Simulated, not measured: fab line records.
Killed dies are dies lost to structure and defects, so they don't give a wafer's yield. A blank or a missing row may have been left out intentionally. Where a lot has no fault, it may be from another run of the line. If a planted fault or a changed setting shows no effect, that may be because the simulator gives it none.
What tool caused it? / flow sky130 / Sampling: 14 lots, 42 wafers, 3 of 708 route steps

== WHAT THE GAUGES SHOWED, per wafer ==
SKY_FIELD_ISO_BOW_MEAS_00. Usual: INCOMING_BOW -1 um, standard deviation 6.6.
lot=L725; measured=day 1 10:00; on=film metro-03; INCOMING_BOW (um)=5 -7 -2; flag=
lot=L726; measured=day 1 15:00; on=film metro-02; INCOMING_BOW (um)=-5 4 -9; flag=
lot=L728; measured=day 2 01:00; on=film metro-02; INCOMING_BOW (um)=2 9 3; flag=
lot=L729; measured=day 2 06:01; on=film metro-02; INCOMING_BOW (um)=3 -4 -8; flag=
lot=L730; measured=day 2 11:01; on=film metro-03; INCOMING_BOW (um)=-5 1 -3; flag=
lot=L740; measured=day 4 13:00; on=film metro-02; INCOMING_BOW (um)=-3 -6 -1; flag=
lot=L741; measured=day 4 18:00; on=film metro-04; INCOMING_BOW (um)=-9 5 -1; flag=
lot=L742; measured=day 4 23:02; on=film metro-04; INCOMING_BOW (um)=-6 -4 11; flag=
lot=L743; measured=day 5 04:01; on=film metro-02; INCOMING_BOW (um)=-13 -3 0; flag=
lot=L744; measured=day 5 09:01; on=film metro-04; INCOMING_BOW (um)=-9 -3 4; flag=
lot=L745; measured=day 5 14:01; on=film metro-02; INCOMING_BOW (um)=2 -5 1; flag=
lot=L746; measured=day 5 19:01; on=film metro-04; INCOMING_BOW (um)=-10 6 -5; flag=
lot=L747; measured=day 6 00:00; on=film metro-02; INCOMING_BOW (um)=-5 9 -7; flag=
lot=L748; measured=day 6 05:01; on=film metro-02; INCOMING_BOW (um)=-7 -4 7; flag=

SKY_FIELD_ISO_THK_MEAS_02. Usual: FIELD_ISO_OXIDATION_00_THK 11.92 nm, standard deviation 0.23.
lot=L725; measured=day 1 17:08; on=film metro-03; FIELD_ISO_OXIDATION_00_THK (nm)=11.83 12.01 11.81; flag=
lot=L726; measured=day 1 17:08; on=film metro-02; FIELD_ISO_OXIDATION_00_THK (nm)=11.78 11.98 11.97; flag=
lot=L728; measured=day 2 04:57; on=film metro-04; FIELD_ISO_OXIDATION_00_THK (nm)=11.86 11.67 11.73; flag=
lot=L729; measured=day 2 09:25; on=film metro-03; FIELD_ISO_OXIDATION_00_THK (nm)=11.64 11.60 11.84; flag=
lot=L730; measured=day 2 16:11; on=film metro-02; FIELD_ISO_OXIDATION_00_THK (nm)=11.66 11.94 11.86; flag=
lot=L740; measured=day 4 15:29; on=film metro-04; FIELD_ISO_OXIDATION_00_THK (nm)=11.90 11.88 11.95; flag=
lot=L741; measured=day 4 19:38; on=film metro-04; FIELD_ISO_OXIDATION_00_THK (nm)=11.79 12.09 11.93; flag=
lot=L742; measured=day 5 02:27; on=film metro-02; FIELD_ISO_OXIDATION_00_THK (nm)=11.86 12.11 11.71; flag=
lot=L743; measured=day 5 06:41; on=film metro-02; FIELD_ISO_OXIDATION_00_THK (nm)=12.08 11.95 11.96; flag=
lot=L744; measured=day 5 12:38; on=film metro-04; FIELD_ISO_OXIDATION_00_THK (nm)=12.01 11.84 12.15; flag=
lot=L745; measured=day 5 17:58; on=film metro-02; FIELD_ISO_OXIDATION_00_THK (nm)=11.93 11.73 11.86; flag=
lot=L746; measured=day 5 23:46; on=film metro-03; FIELD_ISO_OXIDATION_00_THK (nm)=12.03 12.31 12.13; flag=
lot=L747; measured=day 6 03:16; on=film metro-02; FIELD_ISO_OXIDATION_00_THK (nm)=12.49 12.36 12.16; flag=
lot=L748; measured=day 6 06:38; on=film metro-02; FIELD_ISO_OXIDATION_00_THK (nm)=11.90 12.04 11.97; flag=

SKY_FIELD_ISO_CD_MEAS_13: target cd 150 nm. Usual: cd nm 149.7 nm, standard deviation 1.8.
lot=L725; measured=day 2 08:28; on=cd sem-02; cd nm (nm)=150.0 149.7 148.9; flag=
lot=L726; measured=day 2 08:35; on=cd sem-01; cd nm (nm)=149.6 149.1 151.2; flag=
lot=L728; measured=day 2 22:52; on=cd sem-02; cd nm (nm)=145.9 145.9 147.1; flag=
lot=L729; measured=day 3 02:50; on=cd sem-02; cd nm (nm)=149.9 150.0 150.9; flag=
lot=L730; measured=day 3 08:29; on=cd sem-02; cd nm (nm)=150.6 151.1 150.7; flag=
lot=L740; measured=day 5 10:10; on=cd sem-02; cd nm (nm)=150.7 150.7 151.9; flag=
lot=L741; measured=day 5 15:16; on=cd sem-02; cd nm (nm)=149.6 148.6 148.6; flag=
lot=L742; measured=day 5 21:49; on=cd sem-02; cd nm (nm)=147.7 144.7 146.3; flag=
lot=L743; measured=day 6 02:23; on=cd sem-01; cd nm (nm)=152.5 152.9 152.9; flag=
lot=L744; measured=day 6 09:59; on=cd sem-02; cd nm (nm)=151.0 149.7 149.0; flag=
lot=L745; measured=day 6 13:56; on=cd sem-02; cd nm (nm)=148.9 148.0 148.0; flag=
lot=L746; measured=day 6 20:39; on=cd sem-02; cd nm (nm)=150.2 151.6 149.4; flag=
lot=L747; measured=day 7 00:29; on=cd sem-01; cd nm (nm)=150.4 149.1 150.0; flag=
lot=L748; measured=day 7 03:14; on=cd sem-02; cd nm (nm)=148.6 149.6 147.7; flag=

== TOOL THAT RAN EACH LOT (tool first, then ch and the chambers of the sampled wafers, then the start) ==
There is no process step in the record ahead of these readings.

== WHAT THE TOOLS THEMSELVES READ (means of the sampled wafers that have a number; where no wafer has one, the mark that the record gives instead) ==
The record holds no such reading with a usual standard deviation.

== THE ANSWER, worked out from the rows above alone ==
Rule: take the mean of a lot's wafers that have a number; if it is more than 3 standard deviations from the usual mean, the lot is off. A lot without any number at a reading at which 4 lots or more have one is off too. Any other lot the step has rows for is counted as sound. Order of review: gauges by route order, followed by the tools' own readings, for which a lot's mean as printed above is used. The first step at which some lot is off is used, and at that step the reading that is off furthest; a lot without a number counts as furthest.
None of the lots is off at any reading shown; this tells nothing.

== WHAT THE SIMULATOR HAD INSERTED ==
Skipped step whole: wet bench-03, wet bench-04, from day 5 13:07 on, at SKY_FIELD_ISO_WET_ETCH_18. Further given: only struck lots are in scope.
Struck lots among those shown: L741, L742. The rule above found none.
